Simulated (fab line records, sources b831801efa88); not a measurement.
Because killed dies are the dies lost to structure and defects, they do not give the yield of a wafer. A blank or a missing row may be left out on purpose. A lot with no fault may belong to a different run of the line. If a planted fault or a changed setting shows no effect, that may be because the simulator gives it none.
Which tool did it? ; flow gf180mcu ; 6 lots, 18 wafers sampled, at 2 steps of a route of 602

## WHAT THE GAUGES SHOWED, per wafer
GF_CONTACT_THK_MEAS_01.
lot;measured;on;CONTACT_CVD_00_THK (nm)
L425;day 16 08:02;filmMetro-02;307.9 305.3 305.5
L427;day 16 17:43;filmMetro-01;296.8 302.3 301.6
L429;day 17 11:12;filmMetro-01;299.5 296.9 298.1
L437;day 20 18:14;filmMetro-04;299.6 150.5 296.8 299.5 150.4 296.9
L443;day 22 13:13;filmMetro-04;295.4 295.5 296.1
L445;day 23 13:53;filmMetro-02;299.1 298.0 296.3

## WHICH TOOL RAN EACH LOT (tool, then ch and the chambers of the sampled wafers, then the start)
lot;GF_CONTACT_CVD_00
L425;hdpcvd-02 ch 0,1,2, day 16 08:00
L427;hdpcvd-02 ch 0,2, day 16 17:40
L429;hdpcvd-01 ch 0,1,2, day 17 11:10
L437;hdpcvd-02 ch 0,1,2, day 20 18:12
L443;hdpcvd-01 ch 0,1, day 22 13:10
L445;hdpcvd-01 ch 0,1, day 23 13:50
- GF_CONTACT_CVD_00: deposits SiO2, target thk 300 nm, time 50 s.

## THE ANSWER, worked out from the rows above alone
Rule: the usual values come from the lots themselves. Put in order of their means at a reading, lots are off if they are a third of the lots or fewer, leave a main group of 4 or more, and stand apart from it by a gap of 3 or more times the standard deviation of the main group's means; of several such gaps the widest counts. A main group whose means are all the same, to the digits that the tables above print for the reading, isn't used. A lot without any number at a reading at which 4 lots or more have one is off too. Any other lot the step has rows for is counted as sound.
Off: L437, at GF_CONTACT_THK_MEAS_01 (CONTACT_CVD_00_THK). The main group: mean 299.6 nm, standard deviation 3.6.
If a tool, at a process step before that reading, ran all the lots that are off and no sound lot after the first of them, it fits. Those tools and the gauges at GF_CONTACT_THK_MEAS_01 are tried in the same way. One candidate fits, namely hdpcvd-02 at GF_CONTACT_CVD_00. Its last sound lot is L427 (day 16 17:40), its first lot that is off L437 (day 20 18:12): a fault that began between those two fits.

## WHAT HAD BEEN PUT IN BY THE SIMULATOR
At GF_CONTACT_CVD_00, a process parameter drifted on hdpcvd-02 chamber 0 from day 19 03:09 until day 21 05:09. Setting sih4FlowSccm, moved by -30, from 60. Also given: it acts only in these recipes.
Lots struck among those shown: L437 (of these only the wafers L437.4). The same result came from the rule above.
